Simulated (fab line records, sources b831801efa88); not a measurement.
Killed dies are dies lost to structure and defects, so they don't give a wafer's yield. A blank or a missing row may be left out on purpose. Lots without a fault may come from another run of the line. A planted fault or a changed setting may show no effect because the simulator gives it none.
A struck lot beside a sound one | flow gf180mcu | 14 steps out of a route of 602
Sound: wafers L306.1, L306.2, L306.3. Struck: wafers L308.2, L308.3, L308.5. The cause comes at the end.
At each step with rows: each side's tool, then ch and its chambers, then its first start. Under that, the readings that differ: sound wafers | struck wafers | difference of the means | sigmas: that difference in standard deviations of wafers without a fault.
alike: readings whose means differ by less than 2 such deviations, and words and numbers that are the same on both sides. not compared: withheld readings, readings that some wafer has no value for, bounds like >300 that may hide the same value, and numbers for which the record gives no deviation and whose values overlap.
The two part at a step that has a row with sigmas, a row that says differs or no value, or rows on one side only. Numbers that don't overlap but have no deviation are shown without sigmas and don't part them. A reading that every wafer of one side lacks parts them only if that side has two wafers or more.

first, 6 steps without rows for these wafers: GF_M4_HMDS_08 (prime time 60 s); GF_M4_COAT_09 (resist thk 1000 nm); GF_M4_SOFTBAKE_10 (time 60 s); GF_M4_EXPOSE_11 (exposes mask Metal4, target cd 280 nm); GF_M4_PEB_12 (peb time 90 s); GF_M4_DEVELOP_13 (develop time 60 s).
GF_M4_CD_MEAS_14: target cd 280 nm.
  sound on cd_sem-01, day 25 10:40; struck on cd_sem-01, day 25 20:18
  reading    | sound             | struck            | difference | sigmas
  cd_nm (nm) | 281.0 280.2 279.3 | 278.5 277.3 277.4 | -2.4       | -2
GF_M4_OVL_MEAS_15:
  sound on overlay-02, day 25 10:47; struck on overlay-02, day 25 20:25
  alike: M4_OVL
GF_M4_METAL_ETCH_16: etches the open film in Cl2/BCl3, stops on SiO2, target depth 750.8 nm, time 125.1 s.
  sound on rie_metal-04 ch 0,1, day 25 10:49; struck on rie_metal-03 ch 0, day 25 20:26
  reading                     | sound       | struck      | difference | sigmas
  drypump_motor_current_A (A) | 6.0 6.6 6.6 | 4.9 5.0 4.9 | -1.5       | -2
  alike: oes_product_au, rf_fwd_power_W, throttle_valve_pct
  not compared: rf_hours_counter_h
GF_M4_STRIP_17: strips in O2/N2.
  sound on plasma_asher-04 ch 0,1, day 25 10:57; struck on plasma_asher-02 ch 1, day 25 20:34
  alike: drypump_motor_current_A, heater_power_w, oes_product_au, strip_time_to_endpoint_s
  not compared: rf_hours_counter_h
then, 2 steps without rows for these wafers: GF_M4_STRIP_18 (strips in post etch residue remover, time 1200 s); GF_M4_CLEAN_19 (cleans in DIW).
GF_V4_CVD_00: deposits SiO2, target thk 600 nm, time 100 s.
  sound on hdpcvd-01 ch 0,1,2, day 25 11:31; struck on hdpcvd-01 ch 1,2, day 25 21:06
  no value came back on the struck wafers for pressure_mtorr (mTorr), run_length_s (s); on the sound wafers pressure_mtorr (mTorr) reads 6.006 5.983 5.995
GF_PASSIVATION_PROBE_99:
  the record has rows for the sound wafers here (prober-02, day 30 17:18) and none for the struck ones

WHERE THEY PART
First at GF_M4_CD_MEAS_14; last, within this record, at GF_PASSIVATION_PROBE_99.

WHY: what the simulator had put in
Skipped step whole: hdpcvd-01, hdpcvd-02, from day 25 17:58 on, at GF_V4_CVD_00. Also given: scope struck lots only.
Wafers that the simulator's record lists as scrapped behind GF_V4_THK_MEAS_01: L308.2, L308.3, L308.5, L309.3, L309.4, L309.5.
